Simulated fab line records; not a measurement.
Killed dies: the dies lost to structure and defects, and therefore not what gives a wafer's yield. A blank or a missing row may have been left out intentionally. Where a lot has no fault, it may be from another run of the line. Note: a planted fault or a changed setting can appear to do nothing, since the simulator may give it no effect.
fab line records -- flow sky130
record lots=24, wafers=72, last-day=50
route steps=708 shown SONOS_ONO@171 VIA1@478 METAL2@488 CAPM@541 METAL3@568 VIA3@574
lots that met no fault: taken from a fault-free run of the same line
start-h: hours from the record's opening day to when the first of the lot's shown wafers began -- wait-h: hours elapsed since this lot's preceding step -- " identical to the entry in the row above -- L1.1+2: a row that stands for several wafers -- - value missing, or start not given -- * or withheld: withheld -- < > ~ a bound
route shown NAME@n: NAME is a module with steps in the file, n the number in the route of the first one -- usual: mean/standard deviation taken from wafers without a fault -- same: alike in all rows -- chamber/n: place in a boat -- sites: per-site readings -- _std_site: how widely they spread, as a standard deviation -- _edge_site: the outer-site mean with the inner-site mean subtracted -- radius-mm: how far each site lies from the wafer's centre -- mask NAME#n: copy n -- behind: the most recent tool/chamber to have shaped the wafer -- hold: cause of the lot's hold/its duration in hours/its outcome -- device: the transistor (n, p or np) that didn't switch -- end of line: the route-end tests of the same wafers -- step lacking rows: just its recipe -- killed: dies that structure and defects cost at the first sort, which is not the same as the wafer's yield -- map: shows each die of a wafer: x if killed, . if not, _ if none is there
set.NAME: the setting the step ran with; set.NAME@STEP: the setting that earlier step ran with -- model.NAME: the simulator's own value behind a step, which no gauge read
one table for each step of the route and one row for each wafer, over a sample of lots
services: the hour from which a tool's chamber was out of use, counted from the record's first day as start-h (under 0 if before that day), plus the number of hours and why
## steps
# step SKY_SONOS_ONO_THK_MEAS_03
# recipe reads=Si3N4_of_SONOS_ONO_CVD_02
# usual SONOS_ONO_CVD_02_THK=10.58/0.14
lot.wafer,tool,chamber,start-h,wait-h,SONOS_ONO_CVD_02_THK[nm]
L074.1,film-metro-04,-,257.88,0.0,10.68
L074.5,film-metro-04,-,257.88,0.0,10.80
L074.6,film-metro-04,-,257.88,0.0,10.85
L075.3,film-metro-04,-,261.43,0.0,10.33
L075.4,film-metro-04,-,261.43,0.0,10.17
L075.5,film-metro-04,-,261.43,0.0,10.40
L076.2,film-metro-03,-,269.68,0.0,10.53
L076.5,film-metro-03,-,269.68,0.0,10.50
L076.6,film-metro-03,-,269.68,0.0,10.50
L077.1,film-metro-01,-,277.09,0.0,10.59
L077.2,film-metro-01,-,277.09,0.0,10.78
L077.4,film-metro-01,-,277.09,0.0,10.80
L078.1,film-metro-01,-,284.53,0.0,10.90
L078.2,film-metro-01,-,284.53,0.0,10.83
L078.4,film-metro-01,-,284.53,0.0,10.81
L079.1,film-metro-03,-,291.08,0.0,10.60
L079.4,film-metro-03,-,291.08,0.0,10.34
L079.5,film-metro-03,-,291.08,0.0,10.29
L080.1,film-metro-03,-,300.20,0.0,10.54
L080.2,film-metro-03,-,300.20,0.0,10.60
L080.5,film-metro-03,-,300.20,0.0,10.59
L081.2,film-metro-04,-,309.66,0.0,10.64
L081.3,film-metro-04,-,309.66,0.0,10.67
L081.5,film-metro-04,-,309.66,0.0,10.66
L082.1,film-metro-04,-,312.51,0.0,10.87
L082.2,film-metro-04,-,312.51,0.0,10.88
L082.4,film-metro-04,-,312.51,0.0,10.80
L083.1,film-metro-01,-,330.26,0.0,10.60
L083.4,film-metro-01,-,330.26,0.0,10.62
L083.6,film-metro-01,-,330.26,0.0,10.49
L084.4,film-metro-04,-,330.29,0.0,10.64
L084.5,film-metro-04,-,330.29,0.0,10.62
L084.6,film-metro-04,-,330.29,0.0,10.74
L085.1,film-metro-01,-,342.66,0.0,10.55
L085.2,film-metro-01,-,342.66,0.0,10.52
L085.6,film-metro-01,-,342.66,0.0,10.44
L086.2,film-metro-01,-,346.86,0.0,10.39
L086.4,film-metro-01,-,346.86,0.0,10.40
L086.5,film-metro-01,-,346.86,0.0,10.42
L087.1,film-metro-03,-,351.85,0.0,10.60
L087.3,film-metro-03,-,351.85,0.0,10.58
L087.4,film-metro-03,-,351.85,0.0,10.67
L088.1,film-metro-04,-,369.95,0.0,10.55
L088.2,film-metro-04,-,369.95,0.0,10.58
L088.3,film-metro-04,-,369.95,0.0,10.54
L089.3,film-metro-03,-,381.57,0.0,10.68
L089.5,film-metro-03,-,381.57,0.0,10.66
L089.6,film-metro-03,-,381.57,0.0,10.74
L090.3,film-metro-04,-,381.57,0.0,10.60
L090.5,film-metro-04,-,381.57,0.0,10.36
L090.6,film-metro-04,-,381.57,0.0,10.48
L091.1,film-metro-03,-,393.59,0.0,10.57
L091.3,film-metro-03,-,393.59,0.0,10.71
L091.6,film-metro-03,-,393.59,0.0,10.62
L092.3,film-metro-03,-,400.28,0.0,10.46
L092.5,film-metro-03,-,400.28,0.0,10.30
L092.6,film-metro-03,-,400.28,0.0,10.44
L093.1,film-metro-03,-,402.52,0.0,10.45
L093.3,film-metro-03,-,402.52,0.0,10.47
L093.4,film-metro-03,-,402.52,0.0,10.48
L094.1,film-metro-04,-,414.53,0.0,10.53
L094.3,film-metro-04,-,414.53,0.0,10.57
L094.6,film-metro-04,-,414.53,0.0,10.52
L095.1,film-metro-03,-,422.06,0.0,10.70
L095.4,film-metro-03,-,422.06,0.0,10.62
L095.5,film-metro-03,-,422.06,0.0,10.55
L096.2,film-metro-01,-,429.49,0.0,10.41
L096.3,film-metro-01,-,429.49,0.0,10.44
L096.6,film-metro-01,-,429.49,0.0,10.59
L097.3,film-metro-01,-,432.33,0.0,10.43
L097.4,film-metro-01,-,432.33,0.0,10.61
L097.6,film-metro-01,-,432.33,0.0,10.57
# step SKY_VIA1_SPUTTER_20
# recipe material=TiN, target-thk-nm=20, chamber-pressure-pa=5, power-w=4000, time-s=80
# usual throttle-valve-pct=30.6/0.93
lot.wafer,tool,chamber,start-h,wait-h,throttle-valve-pct
L074.1,pvd-sputter-04,-,796.36,0.0,29.4
L074.5,pvd-sputter-04,-,796.36,0.0,30.3
L074.6,pvd-sputter-04,-,796.36,0.0,29.4
L075.3,pvd-sputter-02,-,803.04,0.0,32.1
L075.4,pvd-sputter-02,-,803.04,0.0,29.6
L075.5,pvd-sputter-02,-,803.04,0.0,32.4
L076.2,pvd-sputter-02,-,809.60,0.0,30.3
L076.5,pvd-sputter-02,-,809.60,0.0,32.4
L076.6,pvd-sputter-02,-,809.60,0.0,29.5
L077.1,pvd-sputter-02,-,814.83,0.0,29.7
L077.2,pvd-sputter-02,-,814.83,0.0,31.6
L077.4,pvd-sputter-02,-,814.83,0.0,32.2
L078.1,pvd-sputter-01,-,825.77,0.0,30.0
L078.2,pvd-sputter-01,-,825.77,0.0,30.0
L078.4,pvd-sputter-01,-,825.77,0.0,32.0
L079.1,pvd-sputter-01,-,832.26,0.0,30.0
L079.4,pvd-sputter-01,-,832.26,0.0,29.6
L079.5,pvd-sputter-01,-,832.26,0.0,29.5
L080.1,pvd-sputter-02,-,839.91,0.0,30.0
L080.2,pvd-sputter-02,-,839.91,0.0,30.9
L080.5,pvd-sputter-02,-,839.91,0.0,32.2
L081.2,pvd-sputter-02,-,851.28,0.0,31.1
L081.3,pvd-sputter-02,-,851.28,0.0,30.2
L081.5,pvd-sputter-02,-,851.28,0.0,32.2
L082.1,pvd-sputter-01,-,859.78,0.0,29.9
L082.2,pvd-sputter-01,-,859.78,0.0,29.7
L082.4,pvd-sputter-01,-,859.78,0.0,30.1
L083.1,pvd-sputter-01,-,871.97,0.0,32.3
L083.4,pvd-sputter-01,-,871.97,0.0,29.4
L083.6,pvd-sputter-01,-,871.97,0.0,32.4
L084.4,pvd-sputter-04,-,872.35,0.0,30.6
L084.5,pvd-sputter-04,-,872.35,0.0,29.3
L084.6,pvd-sputter-04,-,872.35,0.0,30.1
L085.1,pvd-sputter-02,-,879.47,0.0,30.2
L085.2,pvd-sputter-02,-,879.47,0.0,32.1
L085.6,pvd-sputter-02,-,879.47,0.0,31.5
L086.2,pvd-sputter-02,-,883.45,0.0,30.4
L086.4,pvd-sputter-02,-,883.45,0.0,31.4
L086.5,pvd-sputter-02,-,883.45,0.0,31.4
L087.1,pvd-sputter-04,-,888.99,0.0,30.7
L087.3,pvd-sputter-04,-,888.99,0.0,30.8
L087.4,pvd-sputter-04,-,888.99,0.0,30.7
L088.1,pvd-sputter-02,-,907.29,0.0,31.8
L088.2,pvd-sputter-02,-,907.29,0.0,30.3
L088.3,pvd-sputter-02,-,907.29,0.0,29.6
L089.3,pvd-sputter-04,-,917.90,0.0,29.0
L089.5,pvd-sputter-04,-,917.90,0.0,30.1
L089.6,pvd-sputter-04,-,917.90,0.0,29.3
L090.3,pvd-sputter-04,-,918.43,0.0,31.0
L090.5,pvd-sputter-04,-,918.43,0.0,29.2
L090.6,pvd-sputter-04,-,918.43,0.0,30.8
L091.1,pvd-sputter-02,-,924.58,0.0,31.9
L091.3,pvd-sputter-02,-,924.58,0.0,31.4
L091.6,pvd-sputter-02,-,924.58,0.0,30.3
L092.3,pvd-sputter-04,-,930.38,0.0,30.3
L092.5,pvd-sputter-04,-,930.38,0.0,30.3
L092.6,pvd-sputter-04,-,930.38,0.0,31.0
L093.1,pvd-sputter-04,-,934.99,0.0,30.6
L093.3,pvd-sputter-04,-,934.99,0.0,30.5
L093.4,pvd-sputter-04,-,934.99,0.0,31.1
L094.1,pvd-sputter-02,-,944.64,0.0,32.0
L094.3,pvd-sputter-02,-,944.64,0.0,30.1
L094.6,pvd-sputter-02,-,944.64,0.0,30.2
L095.1,pvd-sputter-02,-,945.52,0.0,31.4
L095.4,pvd-sputter-02,-,945.52,0.0,29.6
L095.5,pvd-sputter-02,-,945.52,0.0,30.2
L096.2,pvd-sputter-02,-,953.04,0.0,29.8
L096.3,pvd-sputter-02,-,953.04,0.0,31.3
L096.6,pvd-sputter-02,-,953.04,0.0,30.4
L097.3,pvd-sputter-02,-,955.57,0.0,29.7
L097.4,pvd-sputter-02,-,955.57,0.0,30.3
L097.6,pvd-sputter-02,-,955.57,0.0,31.1
# step SKY_METAL2_RS_MEAS_05
# recipe thk-meas-gauge=four-point-probe, reads=TiN_of_METAL2_SPUTTER_04+Ti_of_METAL2_SPUTTER_03+AlCu_of_METAL2_SPUTTER_02+TiN_of_METAL2_SPUTTER_01+Ti_of_METAL2_SPUTTER_00
# usual METAL2_ALCU_RS=0.1267/0.0013
lot.wafer,tool,chamber,start-h,wait-h,METAL2_ALCU_RS[ohm/sq]
L074.1,film-metro-02,-,797.13,0.0,0.1278
L074.5,film-metro-02,-,797.13,0.0,0.1276
L074.6,film-metro-02,-,797.13,0.0,0.1287
L075.3,film-metro-03,-,803.85,0.1,0.1258
L075.4,film-metro-03,-,803.85,0.1,0.1258
L075.5,film-metro-03,-,803.85,0.1,0.1258
L076.2,film-metro-03,-,810.39,0.0,0.1274
L076.5,film-metro-03,-,810.39,0.0,0.1274
L076.6,film-metro-03,-,810.39,0.0,0.1273
L077.1,film-metro-03,-,815.61,0.0,0.1268
L077.2,film-metro-03,-,815.61,0.0,0.1267
L077.4,film-metro-03,-,815.61,0.0,0.1297
L078.1,film-metro-03,-,826.55,0.0,0.1268
L078.2,film-metro-03,-,826.55,0.0,0.1268
L078.4,film-metro-03,-,826.55,0.0,0.1255
L079.1,film-metro-03,-,833.04,0.0,0.1256
L079.4,film-metro-03,-,833.04,0.0,0.1263
L079.5,film-metro-03,-,833.04,0.0,0.1257
L080.1,film-metro-04,-,840.68,0.0,0.1266
L080.2,film-metro-04,-,840.68,0.0,0.1257
L080.5,film-metro-04,-,840.68,0.0,0.1257
L081.2,film-metro-03,-,852.07,0.0,0.1267
L081.3,film-metro-03,-,852.07,0.0,0.1263
L081.5,film-metro-03,-,852.07,0.0,0.1261
L082.1,film-metro-04,-,860.55,0.0,0.1262
L082.2,film-metro-04,-,860.55,0.0,0.1254
L082.4,film-metro-04,-,860.55,0.0,0.1255
L083.1,film-metro-03,-,872.74,0.0,0.1262
L083.4,film-metro-03,-,872.74,0.0,0.1273
L083.6,film-metro-03,-,872.74,0.0,0.1266
L084.4,film-metro-03,-,873.19,0.1,0.1261
L084.5,film-metro-03,-,873.19,0.1,0.1289
L084.6,film-metro-03,-,873.19,0.1,0.1258
L085.1,film-metro-02,-,880.25,0.0,0.1256
L085.2,film-metro-02,-,880.25,0.0,0.1266
L085.6,film-metro-02,-,880.25,0.0,0.1267
L086.2,film-metro-02,-,884.24,0.0,0.1282
L086.4,film-metro-02,-,884.24,0.0,0.1279
L086.5,film-metro-02,-,884.24,0.0,0.1286
L087.1,film-metro-03,-,889.76,0.0,0.1263
L087.3,film-metro-03,-,889.76,0.0,0.1290
L087.4,film-metro-03,-,889.76,0.0,0.1259
L088.1,film-metro-02,-,908.06,0.0,0.1274
L088.2,film-metro-02,-,908.06,0.0,0.1292
L088.3,film-metro-02,-,908.06,0.0,0.1268
L089.3,film-metro-04,-,918.71,0.1,0.1260
L089.5,film-metro-04,-,918.71,0.1,0.1289
L089.6,film-metro-04,-,918.71,0.1,0.1258
L090.3,film-metro-03,-,919.25,0.1,0.1253
L090.5,film-metro-03,-,919.25,0.1,0.1271
L090.6,film-metro-03,-,919.25,0.1,0.1255
L091.1,film-metro-02,-,925.36,0.0,0.1249
L091.3,film-metro-02,-,925.36,0.0,0.1263
L091.6,film-metro-02,-,925.36,0.0,0.1242
L092.3,film-metro-03,-,931.20,0.1,0.1266
L092.5,film-metro-03,-,931.20,0.1,0.1262
L092.6,film-metro-03,-,931.20,0.1,0.1281
L093.1,film-metro-02,-,935.76,0.0,0.1240
L093.3,film-metro-02,-,935.76,0.0,0.1263
L093.4,film-metro-02,-,935.76,0.0,0.1270
L094.1,film-metro-03,-,945.41,0.0,0.1262
L094.3,film-metro-03,-,945.41,0.0,0.1248
L094.6,film-metro-03,-,945.41,0.0,0.1268
L095.1,film-metro-03,-,946.29,0.0,0.1254
L095.4,film-metro-03,-,946.29,0.0,0.1266
L095.5,film-metro-03,-,946.29,0.0,0.1263
L096.2,film-metro-02,-,953.83,0.0,0.1273
L096.3,film-metro-02,-,953.83,0.0,0.1259
L096.6,film-metro-02,-,953.83,0.0,0.1251
L097.3,film-metro-04,-,956.38,0.1,0.1286
L097.4,film-metro-04,-,956.38,0.1,0.1307
L097.6,film-metro-04,-,956.38,0.1,0.1299
# step SKY_CAPM_THK_MEAS_04
# recipe thk-meas-gauge=xrf, reads=TiN_of_CAPM_SPUTTER_02
# usual CAPM_TIN_THK=201.6/2.8
lot.wafer,tool,chamber,start-h,wait-h,CAPM_TIN_THK[nm]
L074.1,film-metro-01,-,853.10,0.1,198.9
L074.5,film-metro-01,-,853.10,0.1,199.3
L074.6,film-metro-01,-,853.10,0.1,201.0
L075.3,film-metro-02,-,859.96,0.1,201.8
L075.4,film-metro-02,-,859.96,0.1,201.0
L075.5,film-metro-02,-,859.96,0.1,201.2
L076.2,film-metro-03,-,866.67,0.1,205.3
L076.5,film-metro-03,-,866.67,0.1,203.3
L076.6,film-metro-03,-,866.67,0.1,204.8
L077.1,film-metro-02,-,872.14,0.1,200.5
L077.2,film-metro-02,-,872.14,0.1,201.0
L077.4,film-metro-02,-,872.14,0.1,199.6
L078.1,film-metro-03,-,882.49,0.1,200.8
L078.2,film-metro-03,-,882.49,0.1,201.7
L078.4,film-metro-03,-,882.49,0.1,204.6
L079.1,film-metro-03,-,888.35,0.1,202.9
L079.4,film-metro-03,-,888.35,0.1,203.7
L079.5,film-metro-03,-,888.35,0.1,200.8
L080.1,film-metro-02,-,895.72,0.1,197.8
L080.2,film-metro-02,-,895.72,0.1,200.6
L080.5,film-metro-02,-,895.72,0.1,197.2
L081.2,film-metro-02,-,906.78,0.1,202.9
L081.3,film-metro-02,-,906.78,0.1,198.8
L081.5,film-metro-02,-,906.78,0.1,200.8
L082.1,film-metro-02,-,915.28,0.1,199.7
L082.2,film-metro-02,-,915.28,0.1,195.4
L082.4,film-metro-02,-,915.28,0.1,198.7
L083.1,film-metro-03,-,927.59,0.1,201.1
L083.4,film-metro-03,-,927.59,0.1,199.1
L083.6,film-metro-03,-,927.59,0.1,200.4
L084.4,film-metro-02,-,927.75,0.1,198.1
L084.5,film-metro-02,-,927.75,0.1,201.0
L084.6,film-metro-02,-,927.75,0.1,199.5
L085.1,film-metro-03,-,934.60,0.1,200.8
L085.2,film-metro-03,-,934.60,0.1,201.3
L085.6,film-metro-03,-,934.60,0.1,203.4
L086.2,film-metro-01,-,938.02,0.1,200.7
L086.4,film-metro-01,-,938.02,0.1,200.3
L086.5,film-metro-01,-,938.02,0.1,201.4
L087.1,film-metro-01,-,943.30,0.1,205.6
L087.3,film-metro-01,-,943.30,0.1,207.0
L087.4,film-metro-01,-,943.30,0.1,208.2
L088.1,film-metro-02,-,961.08,0.1,197.6
L088.2,film-metro-02,-,961.08,0.1,195.4
L088.3,film-metro-02,-,961.08,0.1,198.3
L089.3,film-metro-01,-,971.37,0.1,199.7
L089.5,film-metro-01,-,971.37,0.1,201.8
L089.6,film-metro-01,-,971.37,0.1,198.2
L090.3,film-metro-03,-,972.20,0.1,208.4
L090.5,film-metro-03,-,972.20,0.1,206.8
L090.6,film-metro-03,-,972.20,0.1,207.6
L091.1,film-metro-01,-,977.23,0.1,201.9
L091.3,film-metro-01,-,977.23,0.1,203.0
L091.6,film-metro-01,-,977.23,0.1,200.6
L092.3,film-metro-03,-,983.16,0.1,202.9
L092.5,film-metro-03,-,983.16,0.1,202.6
L092.6,film-metro-03,-,983.16,0.1,204.2
L093.1,film-metro-03,-,987.20,0.1,205.6
L093.3,film-metro-03,-,987.20,0.1,203.8
L093.4,film-metro-03,-,987.20,0.1,202.2
L094.1,film-metro-01,-,996.21,0.1,205.1
L094.3,film-metro-01,-,996.21,0.1,205.6
L094.6,film-metro-01,-,996.21,0.1,206.9
L095.1,film-metro-02,-,997.94,0.1,197.8
L095.4,film-metro-02,-,997.94,0.1,199.0
L095.5,film-metro-02,-,997.94,0.1,197.5
L096.2,film-metro-02,-,1005.61,0.1,202.3
L096.3,film-metro-02,-,1005.61,0.1,203.9
L096.6,film-metro-02,-,1005.61,0.1,202.3
L097.3,film-metro-02,-,1006.17,0.1,203.3
L097.4,film-metro-02,-,1006.17,0.1,202.7
L097.6,film-metro-02,-,1006.17,0.1,204.5
# step SKY_METAL3_METAL_ETCH_18
# recipe target-depth-a=8450, stop-on=SiO2, over-etch-frac=0.3, time-s=183.1, chemistry=Cl2/BCl3, resist-sidewall-deg=88, pressure-mtorr=10, icp-w=900, bias-w=48.5, Cl2_flow_sccm=60, bcl3-flow-sccm=30
# usual bcl3-flow-sccm=30.01/0.1, drypump-motor-current-A=5.5/0.45, oes-product-au=0.866/0.0068, throttle-valve-pct=22.263/0.0097
lot.wafer,tool,chamber,start-h,wait-h,bcl3-flow-sccm,drypump-motor-current-A,oes-product-au,rf-hours-counter-h,throttle-valve-pct
L074.1,rie-metal-04,1,905.88,0.0,30.08,5.1,0.863,8,22.255
L074.5,rie-metal-04,0,905.88,0.0,29.93,5.4,0.862,-,22.262
L074.6,rie-metal-04,1,905.88,0.0,29.88,5.1,0.874,-,22.264
L075.3,rie-metal-04,0,911.26,0.1,29.72,5.4,0.869,-,22.264
L075.4,rie-metal-04,1,911.26,0.1,29.91,5.1,0.878,-,22.260
L075.5,rie-metal-04,1,911.26,0.1,30.18,5.1,0.869,-,22.256
L076.2,rie-metal-04,0,919.01,0.0,29.88,5.4,0.857,1,22.252
L076.5,rie-metal-04,1,919.01,0.0,29.94,5.1,0.872,-,22.261
L076.6,rie-metal-04,0,919.01,0.0,29.93,5.4,0.864,-,22.266
L077.1,rie-metal-01,1,923.05,0.0,29.81,6.2,0.874,13,22.257
L077.2,rie-metal-01,0,923.05,0.0,29.87,5.2,0.873,8,22.268
L077.4,rie-metal-01,0,923.05,0.0,29.87,5.2,0.875,-,22.254
L078.1,rie-metal-01,0,933.92,0.0,30.07,5.2,0.862,8,22.264
L078.2,rie-metal-01,1,933.92,0.0,29.87,6.2,0.872,13,22.257
L078.4,rie-metal-01,0,933.92,0.0,30.01,5.2,0.875,-,22.258
L079.1,rie-metal-03,1,938.74,0.0,30.14,5.4,0.869,1,22.266
L079.4,rie-metal-03,1,938.74,0.0,29.99,5.4,0.870,-,22.272
L079.5,rie-metal-03,0,938.74,0.0,29.92,6.1,0.873,-,22.249
L080.1,rie-metal-04,1,946.29,0.0,30.02,5.0,0.863,11,22.263
L080.2,rie-metal-04,1,946.29,0.0,30.08,5.1,0.863,-,22.257
L080.5,rie-metal-04,1,946.29,0.0,30.00,5.1,0.865,-,22.257
L081.2,rie-metal-01,1,955.16,0.0,30.02,6.2,0.880,14,22.278
L081.3,rie-metal-01,1,955.16,0.0,30.05,6.2,0.880,-,22.280
L081.5,rie-metal-01,1,955.16,0.0,30.02,6.2,0.882,-,22.240
L082.1,rie-metal-04,0,964.85,0.0,29.90,5.4,0.871,2,22.257
L082.2,rie-metal-04,1,964.85,0.0,29.91,5.1,0.871,12,22.272
L082.4,rie-metal-04,1,964.85,0.0,30.03,5.0,0.863,-,22.267
L083.1,rie-metal-04,1,977.23,0.0,30.13,5.1,0.864,13,22.242
L083.4,rie-metal-04,0,977.23,0.0,30.02,5.4,0.865,-,22.269
L083.6,rie-metal-04,0,977.23,0.0,30.11,5.4,0.858,-,22.258
L084.4,rie-metal-04,1,978.69,0.1,29.99,5.1,0.861,-,22.252
L084.5,rie-metal-04,0,978.69,0.1,30.04,5.4,0.864,-,22.242
L084.6,rie-metal-04,1,978.69,0.1,29.91,5.1,0.864,-,22.260
L085.1,rie-metal-04,0,983.40,0.0,29.95,5.4,0.869,4,22.267
L085.2,rie-metal-04,1,983.40,0.0,30.13,5.2,0.864,13,22.266
L085.6,rie-metal-04,0,983.40,0.0,29.85,5.4,0.855,-,22.275
L086.2,rie-metal-04,0,986.90,0.0,30.07,5.4,0.868,4,22.258
L086.4,rie-metal-04,1,986.90,0.0,30.17,5.1,0.853,-,22.273
L086.5,rie-metal-04,0,986.90,0.0,30.01,5.4,0.863,-,22.277
L087.1,rie-metal-01,1,992.63,0.0,30.19,6.2,0.865,16,22.262
L087.3,rie-metal-01,0,992.63,0.0,29.89,5.2,0.864,-,22.259
L087.4,rie-metal-01,1,992.63,0.0,30.13,6.3,0.861,-,22.260
L088.1,rie-metal-01,1,1008.45,0.0,30.18,6.2,0.854,17,22.284
L088.2,rie-metal-01,0,1008.45,0.0,30.13,5.2,0.866,12,22.264
L088.3,rie-metal-01,1,1008.45,0.0,30.08,6.2,0.861,-,22.256
L089.3,rie-metal-01,0,1017.30,0.1,30.02,5.2,0.873,-,22.262
L089.5,rie-metal-01,0,1017.30,0.1,30.11,5.2,0.867,-,22.270
L089.6,rie-metal-01,1,1017.30,0.1,29.97,6.2,0.874,-,22.267
L090.3,rie-metal-01,0,1019.61,0.1,29.93,5.2,0.867,-,22.248
L090.5,rie-metal-01,0,1019.61,0.1,29.98,5.2,0.854,-,22.268
L090.6,rie-metal-01,1,1019.61,0.1,30.05,6.2,0.878,-,22.265
L091.1,rie-metal-03,1,1022.90,0.0,29.92,5.4,0.861,6,22.241
L091.3,rie-metal-03,0,1022.90,0.0,29.89,6.1,0.868,-,22.267
L091.6,rie-metal-03,0,1022.90,0.0,30.07,6.1,0.872,-,22.274
L092.3,rie-metal-03,0,1029.40,0.1,29.98,6.1,0.874,-,22.253
L092.5,rie-metal-03,0,1029.40,0.1,30.14,6.1,0.854,-,22.266
L092.6,rie-metal-03,1,1029.40,0.1,30.08,5.5,0.864,-,22.259
L093.1,rie-metal-04,1,1034.00,0.0,30.02,5.1,0.864,16,22.257
L093.3,rie-metal-04,1,1034.00,0.0,29.99,5.1,0.866,-,22.242
L093.4,rie-metal-04,0,1034.00,0.0,29.98,5.4,0.860,-,22.263
L094.1,rie-metal-01,0,1042.95,0.0,30.16,5.2,0.869,14,22.256
L094.3,rie-metal-01,1,1042.95,0.0,29.96,6.2,0.862,-,22.247
L094.6,rie-metal-01,1,1042.95,0.0,29.93,6.2,0.855,-,22.265
L095.1,rie-metal-04,1,1043.64,0.0,30.08,5.1,0.861,16,22.267
L095.4,rie-metal-04,1,1043.64,0.0,30.10,5.1,0.864,-,22.269
L095.5,rie-metal-04,1,1043.64,0.0,30.01,5.1,0.869,-,22.269
L096.2,rie-metal-01,0,1051.15,0.0,30.01,5.2,0.875,15,22.255
L096.3,rie-metal-01,1,1051.15,0.0,30.08,6.3,0.857,-,22.268
L096.6,rie-metal-01,0,1051.15,0.0,30.04,5.2,0.865,-,22.265
L097.3,rie-metal-01,1,1052.02,0.1,30.01,6.2,0.870,-,22.266
L097.4,rie-metal-01,0,1052.02,0.1,30.15,5.2,0.866,-,22.271
L097.6,rie-metal-01,1,1052.02,0.1,30.04,6.2,0.869,-,22.256
# step SKY_VIA3_THK_MEAS_01
# recipe reads=SiO2_of_VIA3_HDPCVD_00
# usual VIA3_HDPCVD_THK=1627/15
lot.wafer,tool,chamber,start-h,wait-h,VIA3_HDPCVD_THK[nm]
L074.1,film-metro-04,-,906.90,0.2,1670
L074.5,film-metro-04,-,906.90,0.2,1654
L074.6,film-metro-04,-,906.90,0.2,1632
L075.3,film-metro-01,-,912.16,0.1,1649
L075.4,film-metro-01,-,912.16,0.1,1620
L075.5,film-metro-01,-,912.16,0.1,1631
L076.2,film-metro-02,-,919.95,0.1,1661
L076.5,film-metro-02,-,919.95,0.1,1647
L076.6,film-metro-02,-,919.95,0.1,1630
L077.1,film-metro-02,-,924.05,0.1,1635
L077.2,film-metro-02,-,924.05,0.1,1633
L077.4,film-metro-02,-,924.05,0.1,1652
L078.1,film-metro-04,-,934.89,0.1,1618
L078.2,film-metro-04,-,934.89,0.1,1635
L078.4,film-metro-04,-,934.89,0.1,1650
L079.1,film-metro-01,-,939.67,0.1,1616
L079.4,film-metro-01,-,939.67,0.1,1642
L079.5,film-metro-01,-,939.67,0.1,1659
L080.1,film-metro-04,-,947.80,0.1,1605
L080.2,film-metro-04,-,947.80,0.1,1627
L080.5,film-metro-04,-,947.80,0.1,1598
L081.2,film-metro-01,-,956.10,0.1,1641
L081.3,film-metro-01,-,956.10,0.1,1627
L081.5,film-metro-01,-,956.10,0.1,1621
L082.1,film-metro-01,-,965.79,0.1,1602
L082.2,film-metro-01,-,965.79,0.1,1632
L082.4,film-metro-01,-,965.79,0.1,1628
L083.1,film-metro-04,-,978.17,0.1,1624
L083.4,film-metro-04,-,978.17,0.1,1633
L083.6,film-metro-04,-,978.17,0.1,1652
L084.4,film-metro-01,-,979.63,0.0,1616
L084.5,film-metro-01,-,979.63,0.0,1617
L084.6,film-metro-01,-,979.63,0.0,1626
L085.1,film-metro-04,-,984.34,0.1,1620
L085.2,film-metro-04,-,984.34,0.1,1621
L085.6,film-metro-04,-,984.34,0.1,1597
L086.2,film-metro-01,-,987.91,0.1,1591
L086.4,film-metro-01,-,987.91,0.1,1598
L086.5,film-metro-01,-,987.91,0.1,1631
L087.1,film-metro-02,-,993.57,0.1,1633
L087.3,film-metro-02,-,993.57,0.1,1610
L087.4,film-metro-02,-,993.57,0.1,1596
L088.1,film-metro-01,-,1009.40,0.1,1632
L088.2,film-metro-01,-,1009.40,0.1,1616
L088.3,film-metro-01,-,1009.40,0.1,1641
L089.3,film-metro-02,-,1018.24,0.1,1642
L089.5,film-metro-02,-,1018.24,0.1,1626
L089.6,film-metro-02,-,1018.24,0.1,1618
L090.3,film-metro-01,-,1020.52,0.1,1628
L090.5,film-metro-01,-,1020.52,0.1,1633
L090.6,film-metro-01,-,1020.52,0.1,1631
L091.1,film-metro-01,-,1023.88,0.1,1636
L091.3,film-metro-01,-,1023.88,0.1,1637
L091.6,film-metro-01,-,1023.88,0.1,1635
L092.3,film-metro-01,-,1030.39,0.1,1625
L092.5,film-metro-01,-,1030.39,0.1,1635
L092.6,film-metro-01,-,1030.39,0.1,1627
L093.1,film-metro-01,-,1035.06,0.2,1627
L093.3,film-metro-01,-,1035.06,0.2,1624
L093.4,film-metro-01,-,1035.06,0.2,1638
L094.1,film-metro-02,-,1043.97,0.2,1649
L094.3,film-metro-02,-,1043.97,0.2,1620
L094.6,film-metro-02,-,1043.97,0.2,1624
L095.1,film-metro-01,-,1044.66,0.2,1623
L095.4,film-metro-01,-,1044.66,0.2,1623
L095.5,film-metro-01,-,1044.66,0.2,1642
L096.2,film-metro-01,-,1052.10,0.1,1598
L096.3,film-metro-01,-,1052.10,0.1,1609
L096.6,film-metro-01,-,1052.10,0.1,1606
L097.3,film-metro-02,-,1052.92,0.1,1630
L097.4,film-metro-02,-,1052.92,0.1,1617
L097.6,film-metro-02,-,1052.92,0.1,1643
## services
tool,chamber,start-h,hours,kind
pvd-sputter-02,-,854.54,4.9,repair
rie-metal-01,1,858.48,9.9,repair
rie-metal-04,0,880.94,-,clean
rie-metal-04,0,880.94,17.4,scheduled-down
rie-metal-04,0,880.94,17.4,vent-cycle
pvd-sputter-04,2,882.18,-,consumable-replace:kit
pvd-sputter-04,2,882.18,18.0,scheduled-down
pvd-sputter-04,2,882.18,18.0,vent-cycle
rie-metal-04,-,887.60,1.5,repair
pvd-sputter-01,-,894.88,70.8,repair
rie-metal-03,-,902.24,0.3,repair
rie-metal-03,-,912.49,0.3,repair
pvd-sputter-02,1,914.97,-,consumable-replace:kit
pvd-sputter-02,1,914.97,18.0,scheduled-down
pvd-sputter-02,1,914.97,18.0,vent-cycle
rie-metal-04,0,931.64,19.1,repair
rie-metal-03,-,973.50,0.1,repair
pvd-sputter-04,-,983.36,7.5,repair
pvd-sputter-04,1,996.09,-,consumable-replace:kit
pvd-sputter-04,1,996.09,18.0,scheduled-down
pvd-sputter-04,1,996.09,18.0,vent-cycle
pvd-sputter-01,-,1007.28,4.8,repair
pvd-sputter-04,-,1020.97,0.5,repair
rie-metal-04,-,1030.02,0.3,repair
## key
fault none
